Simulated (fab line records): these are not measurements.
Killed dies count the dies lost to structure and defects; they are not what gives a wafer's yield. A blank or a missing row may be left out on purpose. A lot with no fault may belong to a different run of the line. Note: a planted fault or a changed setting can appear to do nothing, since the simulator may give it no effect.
What tool caused it? ; flow gf180mcu ; 11 lots, 31 wafers sampled, at 4 steps of a route of 602

## WHAT THE GAUGES READ, wafer by wafer
GF_VT_IMPLANT_OVL_MEAS_29.
lot;measured;on;VT_IMPLANT_02_OVL (nm)
L318;day 6 22:28;overlay-01;-3.4 -3.1 -2.2
L319;day 7 05:06;overlay-01;-0.8 -2.8 -1.4
L320;day 7 11:11;overlay-02;-3.3 -1.6 -1.9
L323;day 8 06:26;overlay-02;-2.3 -1.4 -2.1
L325;day 8 19:23;overlay-02;-2.5 -2.7 -3.9
L326;day 9 04:01;overlay-01;0.1 1.0 -0.8
L333;day 11 01:39;overlay-02;-1.5 -2.5 -2.9
L334;day 11 06:17;overlay-02;0.1 1.0
L335;day 11 18:21;overlay-02;-1.1 -1.4
L337;day 12 05:46;overlay-01;0.2 1.6 0.6
L338;day 12 09:53;overlay-01;-1.8 -1.5 0.4

## TOOL THAT RAN EACH LOT (tool first, then ch and the chambers of the sampled wafers, then the start)
lot;GF_STI_ETCH_14;GF_STI_STRIP_15;GF_VT_IMPLANT_STRIP_09
L318;rieSi-02 ch 0,2,3, day 2 01:46;plasmaAsher-02 ch 0,1, day 2 01:50;plasmaAsher-04 ch 0,1, day 5 15:49
L319;rieSi-02 ch 0,2,3, day 2 07:28;plasmaAsher-01 ch 0,1, day 2 07:34;plasmaAsher-02 ch 0,1, day 5 22:38
L320;rieSi-02 ch 1,2,3, day 2 12:06;plasmaAsher-01 ch 0,1, day 2 12:10;plasmaAsher-02 ch 0,1, day 6 04:40
L323;rieSi-01 ch 0,1, day 3 03:30;plasmaAsher-02 ch 0,1, day 3 03:34;plasmaAsher-03 ch 0,1, day 6 22:58
L325;rieSi-02 ch 0,2, day 3 14:29;plasmaAsher-01 ch 0,1, day 3 14:34;plasmaAsher-02 ch 0,1, day 7 10:41
L326;rieSi-01 ch 1,2, day 3 20:33;plasmaAsher-04 ch 0,1, day 3 20:37;plasmaAsher-03 ch 0,1, day 7 18:16
L333;rieSi-02 ch 0,3, day 5 07:06;plasmaAsher-04 ch 0,1, day 5 07:13;plasmaAsher-03 ch 0,1, day 9 13:20
L334;rieSi-02 ch 0,2, day 5 12:11;plasmaAsher-01 ch 0,1, day 5 12:17;plasmaAsher-02 ch 1, day 9 17:43
L335;rieSi-02 ch 0,3, day 5 17:46;plasmaAsher-02 ch 0,1, day 5 17:50;plasmaAsher-04 ch 0,1, day 10 04:55
L337;rieSi-01 ch 0,1,2, day 6 04:05;plasmaAsher-02 ch 0,1, day 6 04:10;plasmaAsher-03 ch 0,1, day 10 15:47
L338;rieSi-01 ch 0,3, day 6 10:04;plasmaAsher-02 ch 0, day 6 10:08;plasmaAsher-02 ch 0, day 10 19:43
- GF_STI_ETCH_14: etches Si in HBr/Cl2/O2, target depth 360 nm, time 102.9 s.
- GF_STI_STRIP_15: strips in O2/N2.
- GF_VT_IMPLANT_STRIP_09: strips in O2/N2.

## THE ANSWER, worked out from the rows above alone
Rule: usual is defined by the lots themselves. The widest of any qualifying gaps counts: lots, ordered by their means at a reading, are off when they make up no more than a third of the lots, leave a main group of 4 or more, and stand apart from it by 3 or more times the standard deviation of that group's means. A main group is skipped when, at the precision printed for the reading in the tables above, its means are all equal. Also off: a lot with no number at a reading for which 4 or more lots have one. Any other lot the step has rows for is counted as sound.
None of the lots is off at any reading shown; this tells nothing.

## WHAT THE SIMULATOR PUT IN
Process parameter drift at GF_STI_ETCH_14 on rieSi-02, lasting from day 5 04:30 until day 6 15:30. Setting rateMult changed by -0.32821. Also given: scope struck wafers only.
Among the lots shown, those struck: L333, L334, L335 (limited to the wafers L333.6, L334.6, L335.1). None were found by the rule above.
